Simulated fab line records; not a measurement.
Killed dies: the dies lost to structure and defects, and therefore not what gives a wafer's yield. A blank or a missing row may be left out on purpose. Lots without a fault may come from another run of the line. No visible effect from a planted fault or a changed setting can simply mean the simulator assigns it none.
fab line records | flow sky130
[record] lots = 5 wafers = 15 lastDay = 50
route steps=708 shown VIA4@648 METAL5@661 PAD_OPEN@708
lots untouched by any fault: they come from a run of this same line in which no faults occurred
startH: hours from the record's first day to the start of the lot's first wafer shown | waitH: hours from the lot's prior step to this one | " repeats the value in the row above | L1.1+2: one row covering several wafers at once | - either no value or no given start | * or withheld: withheld | < > ~ a bound
route shown NAME@n: a module of which the file shows steps, and the number in the route of the first | usual: mean/standard deviation of fault-free wafers | same: alike in all rows | chamber/n: place in a boat | sites: each site's reading | _std_site: standard deviation across them | _edge_site: the outer-site mean with the inner-site mean subtracted | radiusMm: how far each site lies from the wafer's centre | mask NAME#n: copy n | behind: the last tool/chamber to shape the wafer | hold: why the lot was held/for how many hours/how that ended | device: whichever transistor did not switch (one of n, p or np) | end of line: at the end of the route, the tests of the same wafers | step lacking rows: just its recipe | killed: count of dies lost to structure and defects at first sort (not the wafer's yield) | map: dies across one wafer; x = killed, . = not, _ = none there
set.NAME: the setting the step ran with; set.NAME@STEP: the setting that earlier step ran with | model.NAME: the simulator's own value behind a step, which no gauge read
lots seen at some steps along the route; tables by step, rows by wafer
services: the hour from which a tool's chamber was out of use, counted from the record's first day as startH (under 0 if before that day), plus the number of hours and why
[[steps]]
[step SKY_VIA4_PEB_09]
[recipe] tempC = withheld timeS = * resist = NOVOLAK
[step SKY_VIA4_DEVELOP_10]
[recipe] resist = NOVOLAK developer = TMAH developTimeS = 60 devTempC = 23
[step SKY_VIA4_OVL_MEAS_11]
[usual] VIA4_OVL = 0.5/1.7
// columns lot.wafer tool chamber startH waitH VIA4_OVL[nm]
L671.2 overlay-01 - 1017.84 0.1 2.4
L671.4 " - " " 3.5
L671.6 " - " " 4.2
L676.1 overlay-01 - 1060.09 0.1 1.2
L676.2 " - " " -0.9
L676.4 " - " " 1.7
L680.2 overlay-02 - 1077.45 0.1 -0.5
L680.5 " - " " -0.5
L680.6 " - " " -0.6
L687.1 overlay-01 - 1122.95 0.1 -1.5
L687.3 " - " " 0.0
L687.4 " - " " 0.5
L691.2 overlay-02 - 1139.90 0.1 -3.0
L691.4 " - " " -2.3
L691.5 " - " " -3.0
[step SKY_VIA4_ETCH_12]
[recipe] target = SiO2 chemistry = C4F8/O2/Ar stopOn = TiN maskMaterial = NOVOLAK sourceW = 1500 biasW = 1200 pressureMtorr = 40 c4f8FlowSccm = withheld O2_flow_sccm = 6 Ar_flow_sccm = 300 timeS = withheld targetDepthA = 5800
[usual] oesProductAu = 0.926/0.0047
// columns lot.wafer tool chamber startH waitH oesProductAu
L671.2 rieDiel-02 2 1017.87 0.0 0.924
L671.4 " 0 " " 0.934
L671.6 " 1 " " 0.926
L676.1 rieDiel-03 1 1060.13 0.0 0.933
L676.2 " 3 " " 0.928
L676.4 " 2 " " 0.926
L680.2 rieDiel-04 1 1077.48 0.0 0.923
L680.5 " 1 " " 0.929
L680.6 " 2 " " 0.929
L687.1 rieDiel-03 1 1122.98 0.0 0.923
L687.3 " 0 " " 0.925
L687.4 " 3 " " 0.927
L691.2 rieDiel-04 2 1139.93 0.0 0.926
L691.4 " 3 " " 0.928
L691.5 " 1 " " 0.929
[step SKY_VIA4_STRIP_13]
[recipe] chemistry = O2/N2 powerW = 1400 pressureMtorr = 1500 platenTempC = withheld o2FlowSccm = 3000 n2FlowSccm = 300 overashFraction = 0.5
[usual] drypumpMotorCurrentA = 5.7/0.33 oesProductAu = 0.710/0.004 stripTimeToEndpointS = 12.80/0.036
// columns lot.wafer tool chamber startH waitH drypumpMotorCurrentA oesProductAu rfHoursCounterH stripTimeToEndpointS
L671.2 plasmaAsher-01 1 1017.95 - 5.5 0.708 88 12.79
L671.4 " 1 " " 5.5 0.707 - 12.80
L671.6 " 0 " " 5.8 0.710 - 12.77
L676.1 plasmaAsher-01 1 1060.23 - 5.5 0.711 94 12.78
L676.2 " 0 " " 5.8 0.708 94 12.75
L676.4 " 1 " " 5.5 0.708 - 12.76
L680.2 plasmaAsher-01 0 1077.55 - 5.8 0.707 96 12.85
L680.5 " 0 " " 5.8 0.711 - 12.82
L680.6 " 1 " " 5.5 0.715 - 12.88
L687.1 plasmaAsher-02 1 1123.06 - 5.5 0.708 6 12.81
L687.3 " 1 " " 5.4 0.706 - 12.83
L687.4 " 0 " " 5.7 0.712 - 12.80
L691.2 plasmaAsher-02 1 1140.00 - 5.4 0.711 8 12.80
L691.4 " 1 " " 5.4 0.709 - 12.80
L691.5 " 0 " " 5.7 0.713 - 12.83
[step SKY_VIA4_STRIP_14]
[recipe] chemistry = postEtchResidueRemover timeS = 1200 tempC = 72.5
[step SKY_VIA4_CLEAN_15]
[recipe] chemistry = IPA timeS = 180 tempC = 25
[step SKY_VIA4_CLEAN_16]
[recipe] chemistry = O3/DIW dry = n2Spin
[step SKY_VIA4_SPUTTER_17]
[recipe] material = TiN targetThkNm = 20 chamberPressurePa = 5 powerW = 4000 timeS = 80
[usual] throttleValvePct = 30.5/0.66
// columns lot.wafer tool chamber startH waitH throttleValvePct
L671.2 pvdSputter-04 - 1018.54 0.0 31.0
L671.4 " - " " 29.8
L671.6 " - " " 30.9
L676.1 pvdSputter-04 - 1060.96 0.0 31.1
L676.2 " - " " 31.1
L676.4 " - " " 31.2
L680.2 pvdSputter-03 - 1078.19 0.0 30.2
L680.5 " - " " 30.5
L680.6 " - " " 29.2
L687.1 pvdSputter-03 - 1123.65 0.0 30.4
L687.3 " - " " 30.4
L687.4 " - " " 29.1
L691.2 pvdSputter-01 - 1140.60 0.0 29.8
L691.4 " - " " 30.0
L691.5 " - " " 31.3
[step SKY_VIA4_CVD_18]
[recipe] material = W targetThkNm = 505 timeS = 152.14 tempC = 400 pressureTorr = 40
[usual] heaterPowerW = 881/58 susceptorTempC = 399.99/0.23
// columns lot.wafer tool chamber startH waitH heaterPowerW sinceWetCleanH susceptorTempC
L671.2 cvdW-02 0 1018.60 0.0 766 101 399.88
L671.4 " 0 " " 766 - 400.10
L671.6 " 0 " " 760 - 399.85
L676.1 cvdW-01 0 1061.02 0.0 924 657 400.09
L676.2 " 1 " " 911 657 399.71
L676.4 " 0 " " 941 - 400.40
L680.2 cvdW-01 0 1078.25 0.0 915 674 399.67
L680.5 " 1 " " 894 - 400.25
L680.6 " 0 " " 921 - 399.80
L687.1 cvdW-02 1 1123.71 0.0 881 206 399.90
L687.3 " 0 " " 770 - 400.18
L687.4 " 1 " " 890 - 399.84
L691.2 cvdW-02 0 1140.66 0.0 742 223 399.96
L691.4 " 0 " " 790 - 399.74
L691.5 " 0 " " 760 - 400.06
[step SKY_VIA4_RS_MEAS_19]
[recipe] thkMeasGauge = four-point-probe reads = W_of_VIA4_CVD_18+TiN_of_VIA4_SPUTTER_17
[usual] VIA4_W_RS = 0.2254/0.0026
// columns lot.wafer tool chamber startH waitH VIA4_W_RS[ohm/sq]
L671.2 filmMetro-01 - 1018.77 0.1 0.2256
L671.4 " - " " 0.2278
L671.6 " - " " 0.2261
L676.1 filmMetro-03 - 1061.17 0.1 0.2243
L676.2 " - " " 0.2239
L676.4 " - " " 0.2263
L680.2 filmMetro-03 - 1078.42 0.1 0.2235
L680.5 " - " " 0.2253
L680.6 " - " " 0.2259
L687.1 filmMetro-01 - 1123.86 0.1 0.2211
L687.3 " - " " 0.2271
L687.4 " - " " 0.2211
L691.2 filmMetro-03 - 1140.83 0.1 0.2250
L691.4 " - " " 0.2273
L691.5 " - " " 0.2258
[step SKY_VIA4_THK_MEAS_20]
[recipe] thkMeasGauge = xrf reads = W_of_VIA4_CVD_18
[usual] VIA4_W_THK = 500/7.4
// columns lot.wafer tool chamber startH waitH VIA4_W_THK[nm]
L671.2 filmMetro-01 - 1018.88 0.1 495
L671.4 " - " " 488
L671.6 " - " " 493
L676.1 filmMetro-03 - 1061.29 0.1 501
L676.2 " - " " 499
L676.4 " - " " 495
L680.2 filmMetro-03 - 1078.53 0.1 499
L680.5 " - " " 495
L680.6 " - " " 494
L687.1 filmMetro-01 - 1123.98 0.1 501
L687.3 " - " " 489
L687.4 " - " " 499
L691.2 filmMetro-03 - 1140.94 0.1 500
L691.4 " - " " 499
L691.5 " - " " 500
[step SKY_VIA4_CMP_21]
[recipe] stopOn = SiO2 tOverpolishS = 25 downForcePsi = 3.5 platenRpm = 60 targetThkNm = 0 padVelocityMS = 0.94248
[usual] motorCurrentA = 10.4/0.83 overpolishRunS = 25.001/0.0096 platenRpm = 60.00/0.039 timeToEndpointS = 123/4.1
// columns lot.wafer tool chamber startH waitH motorCurrentA overpolishRunS platenRpm timeToEndpointS
L671.2 cmp-01 2 1019.03 0.1 11.3 25.009 60.02 117
L671.4 " 3 " " 11.3 25.002 59.96 118
L671.6 " 1 " " 10.2 24.999 60.02 116
L676.2 cmp-02 1 1061.37 0.1 10.5 25.011 60.01 126
L676.1 " 2 " " 8.2 25.004 59.99 126
L676.4 " 3 " " 10.8 24.974 59.97 126
L680.2 cmp-01 3 1078.58 0.0 11.3 24.991 59.97 127
L680.6 " 3 " " 11.2 24.990 60.01 125
L680.5 " 0 " " 11.2 25.001 66.03 111
L687.3 cmp-02 1 1124.18 0.2 10.7 25.002 59.96 118
L687.1 " 2 " " 8.8 25.011 59.96 122
L687.4 " 3 " " 10.8 24.995 60.04 125
L691.2 cmp-02 3 1140.99 0.0 10.5 25.011 59.93 128
L691.4 " 0 " " 10.1 24.996 59.99 121
L691.5 " 0 " " 9.8 24.986 60.06 122
[step SKY_METAL5_SPUTTER_00]
[recipe] material = Ti targetThkNm = 15 powerW = 3000 timeS = 10 chamberPressurePa = 0.4
[usual] throttleValvePct = 29.8/0.74
// columns lot.wafer tool chamber startH waitH throttleValvePct
L671.2 pvdSputter-03 - 1019.23 0.1 30.6
L671.4 " - " " 30.5
L671.6 " - " " 29.1
L676.1 pvdSputter-03 - 1061.67 0.2 29.2
L676.2 " - " " 29.9
L676.4 " - " " 30.6
L680.2 pvdSputter-02 - 1078.88 0.2 28.8
L680.5 " - " " 29.3
L680.6 " - " " 29.3
L687.1 pvdSputter-03 - 1124.43 0.1 30.5
L687.3 " - " " 30.8
L687.4 " - " " 29.2
L691.2 pvdSputter-01 - 1141.29 0.2 31.4
L691.4 " - " " 30.5
L691.5 " - " " 30.0
[step SKY_PAD_OPEN_PROBE_99]
[usual] defectLimitedYield = 82.2/1.9 killed_at_M0_to_M3 = 44/6.9 killed_at_M4_up = 3.3/1.8 killedAtContacts = 24/5 killedAtFrontEnd = 16/4.6 killedAtOther = 0.2/0.42 killedDies = 88/9.2 killedOpen = 48/7.3 killedShort = 40/6.5 sort_bin_3_pad_short = 0.9/0.43 sort_bin_5_function = 10.6/1.5 sort_bin_6_memory = 6.4/1.1 sortNPass = 404/9.2 sortYieldPct = 82.2/1.9
[same] grossDies = 492 killedAtBackSide = 0 sort_bin_4_leakage[%] = 0 sort_bin_8_speed[%] = 0
// columns lot.wafer tool chamber startH waitH defectLimitedYield[%] killed_at_M0_to_M3 killed_at_M4_up killedAtContacts killedAtFrontEnd killedAtOther killedDies killedOpen killedShort sort_bin_3_pad_short[%] sort_bin_5_function[%] sort_bin_6_memory[%] sortNPass sortYieldPct[%]
L671.2 prober-01 - 1087.13 0.1 82.5 54 3 18 11 0 86 42 44 1.6 10.8 5.1 406 82.5
L671.4 prober-01 - 1087.23 0.2 82.3 42 3 24 17 1 87 52 35 1.0 11.0 5.7 405 82.3
L671.6 prober-01 - 1087.33 0.2 80.9 53 6 20 15 0 94 47 47 1.4 11.4 6.3 398 80.9
L676.1 prober-02 - 1125.65 0.1 85.8 30 1 20 18 1 70 32 38 0.8 8.9 4.5 422 85.8
L676.2 prober-02 - 1125.70 0.1 85.0 36 4 19 15 0 74 41 33 1.0 10.0 4.1 418 85.0
L676.4 prober-02 - 1125.80 0.2 85.8 35 4 20 11 0 70 40 29 0.6 9.6 4.1 422 85.8
L680.5 prober-02 - 1141.82 0.2 82.1 51 2 25 10 0 88 54 34 0.4 11.4 6.1 404 82.1
L687.1 prober-02 - 1181.00 0.1 83.9 33 8 23 14 1 79 31 47 1.0 8.7 6.3 413 83.9
L687.3 prober-02 - 1181.10 0.2 83.3 48 1 24 9 0 82 42 40 1.2 8.9 6.5 410 83.3
L687.4 prober-02 - 1181.15 0.2 83.7 44 4 22 9 1 80 47 33 0.4 9.6 6.3 412 83.7
// killed by level:class
L671.2 VIA2:geometricParticle:open=11 VIA1:geometricParticle:open=9 CONTACT:geometricParticle:open=7 METAL1:geometricParticle:short=7 LI_CONTACT:geometricParticle:short=5 METAL2:geometricParticle:short=5 METAL3:geometricParticle:short=5 CONTACT:geometricParticle:short=4
L671.4 CONTACT:geometricParticle:open=12 VIA1:geometricParticle:open=9 VIA2:geometricParticle:open=7 VIA1:geometricParticle:short=6 POLY_GATE:geometricParticle:open=5 POLY_GATE:geometricParticle:short=5 VIA3:geometricParticle:open=5 LI_CONTACT:geometricParticle:open=4
L671.6 VIA1:geometricParticle:short=10 LI_CONTACT:geometricParticle:open=8 VIA2:geometricParticle:open=8 FIELD_ISO:geometricParticle:short=7 VIA1:geometricParticle:open=7 VIA3:geometricParticle:open=7 CONTACT:geometricParticle:short=5 METAL1:geometricParticle:short=5
L676.1 POLY_GATE:geometricParticle:short=10 LI_CONTACT:geometricParticle:open=10 VIA3:geometricParticle:open=7 VIA1:geometricParticle:short=6 CONTACT:geometricParticle:open=5 METAL3:geometricParticle:short=5 CONTACT:geometricParticle:short=3 VIA2:geometricParticle:open=3
L676.2 CONTACT:geometricParticle:open=11 VIA1:geometricParticle:open=10 VIA1:geometricParticle:short=7 METAL2:geometricParticle:short=5 FIELD_ISO:geometricParticle:open=4 VIA2:geometricParticle:short=4 VIA3:geometricParticle:open=4 LI_CONTACT:geometricParticle:open=3
L676.4 LI_CONTACT:geometricParticle:open=10 VIA3:geometricParticle:open=10 VIA1:geometricParticle:open=7 CONTACT:geometricParticle:open=4 POLY_CUT:geometricParticle:short=3 LI_CONTACT:geometricParticle:short=3 VIA2:geometricParticle:open=3 METAL2:geometricParticle:short=3
L680.5 CONTACT:geometricParticle:open=12 VIA1:geometricParticle:open=12 VIA3:geometricParticle:open=10 METAL2:geometricParticle:short=8 METAL1:geometricParticle:short=6 LI_CONTACT:geometricParticle:open=5 VIA2:geometricParticle:short=5 VIA2:geometricParticle:open=5
L687.1 LI_CONTACT:geometricParticle:open=8 METAL4:geometricParticle:short=8 POLY_GATE:geometricParticle:short=6 VIA3:geometricParticle:short=6 CONTACT:geometricParticle:open=5 VIA1:geometricParticle:short=5 LOCAL_INTERCONNECT:geometricParticle:short=4 CONTACT:geometricParticle:short=4
L687.3 LI_CONTACT:geometricParticle:open=12 METAL1:geometricParticle:short=11 VIA1:geometricParticle:open=7 VIA3:geometricParticle:open=7 VIA1:geometricParticle:short=5 VIA2:geometricParticle:open=5 METAL3:geometricParticle:short=4 CONTACT:geometricParticle:open=4
L687.4 VIA2:geometricParticle:open=13 CONTACT:geometricParticle:open=10 VIA1:geometricParticle:open=10 METAL2:geometricParticle:short=6 LOCAL_INTERCONNECT:geometricParticle:short=4 CONTACT:geometricParticle:short=4 FIELD_ISO:geometricParticle:open=3 FIELD_ISO:geometricParticle:short=3
[[services]]
// columns tool chamber startH hours kind
rieDiel-04 - 998.09 2.8 pm
cvdW-01 - 1005.75 14.6 pm
cmp-02 - 1013.33 3.2 repair
rieDiel-04 1 1014.65 3.7 repair
rieDiel-03 2 1015.28 3.3 repair
pvdSputter-01 - 1019.29 1.2 repair
rieDiel-04 0 1033.30 4.2 repair
cmp-02 - 1033.50 0.3 repair
cvdW-01 - 1048.05 0.7 repair
plasmaAsher-02 - 1055.35 9.0 pm
rieDiel-04 2 1056.59 1.3 repair
cmp-01 - 1057.07 0.8 repair
pvdSputter-01 - 1059.15 1.0 repair
cmp-02 - 1084.32 4.0 pm
cmp-01 - 1088.56 7.7 pm
rieDiel-03 3 1094.15 3.1 repair
cvdW-01 0 1108.78 2.3 repair
cmp-02 - 1117.87 0.4 repair
pvdSputter-01 - 1119.28 5.2 repair
plasmaAsher-01 - 1121.31 2.8 pm
cmp-02 - 1127.09 6.0 pm
cmp-01 - 1127.79 1.4 repair
rieDiel-04 0 1134.01 2.7 repair
cvdW-02 - 1137.59 0.4 repair
[[key]]
[firstSign] step = SKY_VIA4_CMP_21 reading = platenRpm direction = up sigmas = 99+ usual = 60.00 struck = 66.03
[effect] step = SKY_VIA4_CMP_21 reading = timeToEndpointS direction = down sigmas = 3.1 usual = * struck = *
metAt SKY_VIA4_CMP_21
struckWafers L680.5
[fault] kind = processParameterDrift tool = cmp-01 chamber = 0 onsetH = 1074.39 steps = SKY_VIA4_CMP_21 channel = platenRpm offset = 6 shape = step endH = 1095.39 actsIn = theseRecipesOnly stated = 60
